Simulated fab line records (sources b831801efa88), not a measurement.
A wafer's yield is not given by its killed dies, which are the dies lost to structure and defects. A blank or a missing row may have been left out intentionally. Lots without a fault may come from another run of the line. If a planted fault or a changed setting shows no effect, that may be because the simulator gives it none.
Comparing a struck lot with a sound one | flow gf180mcu | 48 out of 602 route steps
Sound: these wafers, L426.2, L426.3, L426.5. Wafers struck: L418.1, L418.2, L418.3. The cause is given at the end.
Order at every step that has rows: each side's tool, ch and its chambers, its first start. Under that, the readings that differ: sound wafers | struck wafers | difference of the means | sigmas: that difference in standard deviations of wafers without a fault.
alike: same words and numbers on both sides, and readings whose means sit less than 2 such deviations apart. not compared: any withheld reading, any reading some wafer has no value for, any bound like >300 that may hide the same value, and any number with overlapping values for which the record gives no deviation.
A row with sigmas, a row that says differs or no value, or rows on one side alone: a step with any of these is where the two part. Numbers that have no deviation but don't overlap get no sigmas and don't part them. A reading that every wafer of one side lacks parts them only if that side has two wafers or more.

first, 1 step without rows for these wafers: GF_STI_OXIDATION_21 (stabilise 600 s, purge 300 s, target thk 15 nm).
GF_STI_THK_MEAS_22:
  sound on film-metro-02 at day 5 17:44; struck on film-metro-02 at day 3 20:06
  alike: STI_OXIDATION_01_THK
then, 1 step without rows for these wafers: GF_STI_CVD_23 (deposits SiO2, target thk 650 nm, time 108.3 s).
GF_STI_THK_MEAS_24:
  sound on film-metro-04 at day 5 17:52; struck on film-metro-02 at day 3 20:18
  alike: STI_CVD_23_THK
GF_STI_CMP_25: polishes, stops on Si3N4, t overpolish 33 s, target thk 524.6 nm.
  sound on cmp-02 ch 0,2,3, day 5 17:55; struck on cmp-01 ch 0,1,2, day 3 20:22
  alike: motor-current-A, overpolish-run-s, retaining-ring-pressure-frac, time-to-endpoint-s
then, 4 steps without rows for these wafers: GF_STI_WET_ETCH_26 (etches SiO2 in dHF, target depth 94 nm, time 188 s); GF_STI_WET_ETCH_27 (etches Si3N4 in H3PO4, target depth 160 nm, time 1825 s); GF_STI_WET_ETCH_28 (etches SiO2 in dHF, target depth 20 nm, time 40 s); GF_STI_OXIDATION_29 (stabilise 600 s, purge 300 s, target thk 10 nm).
GF_STI_THK_MEAS_30:
  sound on film-metro-02 at day 5 20:44; struck on film-metro-03 at day 3 22:38
  reading                   | sound          | struck            | difference | sigmas
  STI_OXIDATION_02_THK (nm) | 9.79 9.65 9.57 | 10.35 10.21 10.22 | +0.59      | +2
then, 2 steps without rows for these wafers: GF_DNWELL_DEHYDRATE_00 (time 60 s); GF_DNWELL_HMDS_01 (prime time 60 s).
GF_DNWELL_COAT_02: resist thk 3000 nm.
  struck on litho-track-03, day 4 05:05; sound on litho-track-03 ch 0, day 6 04:25
  no value came back on the struck wafers for chill-plate-temp-C (C), dispense-pressure-kPa (kPa); on the sound wafers chill-plate-temp-C (C) reads 22.99 22.90 22.88
then, 5 steps without rows for these wafers: GF_DNWELL_SOFTBAKE_03; GF_DNWELL_EXPOSE_04 (exposes mask DNWELL, target cd 1700 nm); GF_DNWELL_PEB_05; GF_DNWELL_DEVELOP_06 (develop time 60 s); GF_DNWELL_IMPLANT_07.
GF_DNWELL_STRIP_08: strips in O2/N2.
  sound on plasma-asher-01 ch 0, day 6 11:44; struck on plasma-asher-02 ch 0,1, day 4 11:44
  no value came back on the struck wafers for oes-product-au (a.u.), strip-time-to-endpoint-s (s); on the sound wafers oes-product-au (a.u.) reads 0.717 0.703 0.703
  reading                     | sound       | struck      | difference | sigmas
  drypump-motor-current-A (A) | 4.7 4.7 4.7 | 6.0 6.6 6.0 | +1.5       | +2
  heater-power-w (W)          | 299 301 305 | 395 404 389 | +94        | +2
  alike: n2-flow-sccm
  not compared: rf-hours-counter-h
GF_DNWELL_TW_MEAS_09:
  sound on film-metro-02 at day 6 11:51; struck on film-metro-01 at day 4 11:50
  reading   | sound          | struck         | difference | sigmas
  DNWELL_TW | 1346 1339 1346 | 1361 1368 1369 | +22        | +2
then, 7 steps without rows for these wafers: GF_NWELL_DEHYDRATE_00 (time 60 s); GF_NWELL_HMDS_01 (prime time 60 s); GF_NWELL_COAT_02 (resist thk 3000 nm); GF_NWELL_SOFTBAKE_03; GF_NWELL_EXPOSE_04 (exposes mask Nwell, target cd 860 nm); GF_NWELL_PEB_05; GF_NWELL_DEVELOP_06 (develop time 60 s).
GF_NWELL_OVL_MEAS_07:
  sound on overlay-02 at day 7 03:36; struck on overlay-01 at day 5 00:35
  reading        | sound          | struck      | difference | sigmas
  NWELL_OVL (nm) | -1.8 -0.5 -1.3 | 2.3 1.3 1.2 | +2.8       | +2
then, 2 steps without rows for these wafers: GF_NWELL_IMPLANT_08; GF_NWELL_IMPLANT_09.
GF_NWELL_STRIP_10: strips in O2/N2.
  sound on plasma-asher-03 ch 0,1, day 7 03:56; struck on plasma-asher-04 ch 0,1, day 5 00:56
  alike: drypump-motor-current-A, heater-power-w, n2-flow-sccm, oes-product-au, strip-time-to-endpoint-s
  not compared: rf-hours-counter-h
GF_NWELL_TW_MEAS_11:
  sound on film-metro-01 at day 7 04:02; struck on film-metro-04 at day 5 01:02
  reading  | sound          | struck         | difference | sigmas
  NWELL_TW | 1572 1581 1585 | 1816 1810 1816 | +235       | +12
then, 7 steps without rows for these wafers: GF_LVPWELL_DEHYDRATE_00 (time 60 s); GF_LVPWELL_HMDS_01 (prime time 60 s); GF_LVPWELL_COAT_02 (resist thk 3000 nm); GF_LVPWELL_SOFTBAKE_03; GF_LVPWELL_EXPOSE_04 (exposes mask LVPWELL, target cd 600 nm); GF_LVPWELL_PEB_05; GF_LVPWELL_DEVELOP_06 (develop time 60 s).
GF_LVPWELL_OVL_MEAS_07:
  sound on overlay-01 at day 7 20:09; struck on overlay-01 at day 5 14:16
  alike: LVPWELL_OVL
then, 2 steps without rows for these wafers: GF_LVPWELL_IMPLANT_08; GF_LVPWELL_IMPLANT_09.
GF_LVPWELL_TW_MEAS_11:
  sound on film-metro-03 at day 7 20:35; struck on film-metro-04 at day 5 14:42
  reading    | sound       | struck         | difference | sigmas
  LVPWELL_TW | 566 567 565 | 1365 1361 1363 | +797       | +99 or more
GF_MVSD_TW_MEAS_11:
  sound on film-metro-03 at day 8 11:58; struck on film-metro-03 at day 6 06:33
  reading | sound          | struck         | difference | sigmas
  MVSD_TW | 1591 1593 1599 | 1859 1861 1857 | +265       | +15
GF_MVPSD_TW_MEAS_11:
  sound on film-metro-03 at day 9 04:27; struck on film-metro-04 at day 6 22:21
  reading  | sound       | struck         | difference | sigmas
  MVPSD_TW | 555 556 554 | 1349 1349 1345 | +793       | +99 or more
GF_VT_IMPLANT_TW_MEAS_10:
  sound on film-metro-01 at day 9 22:44; struck on film-metro-01 at day 7 14:44
  reading       | sound       | struck         | difference | sigmas
  VT_IMPLANT_TW | 570 569 572 | 1384 1388 1385 | +815       | +99 or more
GF_VT_IMPLANT_TW_MEAS_21:
  sound on film-metro-01 at day 10 15:59; struck on film-metro-02 at day 8 06:59
  reading         | sound          | struck         | difference | sigmas
  VT_IMPLANT_2_TW | 1227 1227 1227 | 1608 1602 1603 | +377       | +31
GF_VT_IMPLANT_TW_MEAS_32:
  sound on film-metro-01 at day 11 10:15; struck on film-metro-02 at day 8 23:59
  reading         | sound             | struck               | difference | sigmas
  VT_IMPLANT_3_TW | 269.2 269.1 269.1 | 1350.9 1343.2 1337.9 | +1074.9    | +99 or more

== WHERE THEY PART ==
At GF_STI_THK_MEAS_30 first; at GF_VT_IMPLANT_TW_MEAS_32 last (within this record only).

WHY: the cause the simulator had injected
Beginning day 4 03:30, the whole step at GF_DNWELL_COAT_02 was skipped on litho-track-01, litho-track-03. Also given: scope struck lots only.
